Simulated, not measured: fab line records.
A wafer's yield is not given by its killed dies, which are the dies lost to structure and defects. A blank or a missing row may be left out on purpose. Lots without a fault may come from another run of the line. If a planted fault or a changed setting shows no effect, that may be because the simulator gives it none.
Struck lot and sound lot, side by side ; flow sky130 ; 15 steps out of a route of 708
Sound: the wafers L778.2, L778.3, L778.6. Wafers L786.1, L786.2, L786.4 were the ones struck. The cause is named last.
At each step with rows: each side's tool, then ch and its chambers, then its first start. Under that, the readings that differ: sound wafers ; struck wafers ; difference of the means ; sigmas: that difference in standard deviations of wafers without a fault.
alike: readings whose means differ by less than 2 such deviations, and words and numbers that are the same on both sides. not compared: withheld readings, readings that some wafer has no value for, bounds like >300 that may hide the same value, and numbers for which the record gives no deviation and whose values overlap.
Wherever a step has rows on one side only, a row that says differs or no value, or a row with sigmas, the two part there. When numbers do not overlap yet have no deviation, they are printed without sigmas and do not part them. A reading that every wafer of one side lacks parts them only if that side has two wafers or more.

first, 2 steps without rows for these wafers: SKY_CAP2M_PEB_10; SKY_CAP2M_DEVELOP_11 (develop time 60 s).
SKY_CAP2M_OVL_MEAS_12:
  sound: overlay-01 at day 42 22:27; struck: overlay-01 at day 44 18:18
  alike: CAP2M_OVL
SKY_CAP2M_METAL_ETCH_13: etches TiN in Cl2/BCl3, stops on SiO2, target depth 220 nm, time 62.9 s.
  sound on rie metal-03 ch 1, day 42 22:29; struck on rie metal-02 ch 0,1, day 44 18:20
  alike: drypump motor current A, oes product au, throttle valve pct
  not compared: rf hours counter h
SKY_CAP2M_STRIP_14: strips in O2/N2.
  sound on plasma asher-04 ch 0,1, day 42 22:33; struck on plasma asher-04 ch 0,1, day 44 18:25
  alike: drypump motor current A, oes product au, strip time to endpoint s
  not compared: rf hours counter h
then, 7 steps without rows for these wafers: SKY_CAP2M_STRIP_15 (strips in post etch residue remover, time 1200 s); SKY_CAP2M_CLEAN_16 (cleans in IPA, time 180 s); SKY_CAP2M_CLEAN_17 (cleans in O3/DIW); SKY_METAL4_DEHYDRATE_05 (time 60 s); SKY_METAL4_HMDS_06 (prime time 60 s); SKY_METAL4_COAT_07 (resist thk 60 nm); SKY_METAL4_COAT_08 (resist thk 1140 nm).
SKY_METAL4_SOFTBAKE_09: time 90 s.
  sound on litho track-03 ch 0, day 43 11:00; struck on litho track-01 ch 0, day 45 05:00
reading;sound;struck;difference;sigmas
heater power total W (W);57.21 57.27 57.22;59.26 59.25 59.23;+2.01;+17
run length s (s);119.02 119.07 118.99;111.67 111.73 111.64;-7.35;-49
  alike: resist line temp C
then, 1 step without rows for these wafers: SKY_METAL4_EXPOSE_10 (exposes mask MM4, target cd 300 nm).
-- the record jumps here: 4 days lie between the struck wafers' starts before and after (it left off in module METAL4 and takes up again in module PAD_OPEN, whose first step shown is number 708 of the route) --
SKY_PAD_OPEN_PROBE_99:
  only the struck wafers here have rows in the record (prober-01, day 49 05:19); the sound ones have none

== WHERE THEY PART ==
At SKY_METAL4_SOFTBAKE_09 first; at SKY_PAD_OPEN_PROBE_99 last (within this record only).

WHY: the cause the simulator had injected
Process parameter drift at SKY_METAL4_SOFTBAKE_09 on litho track-01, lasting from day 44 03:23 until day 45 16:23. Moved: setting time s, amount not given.
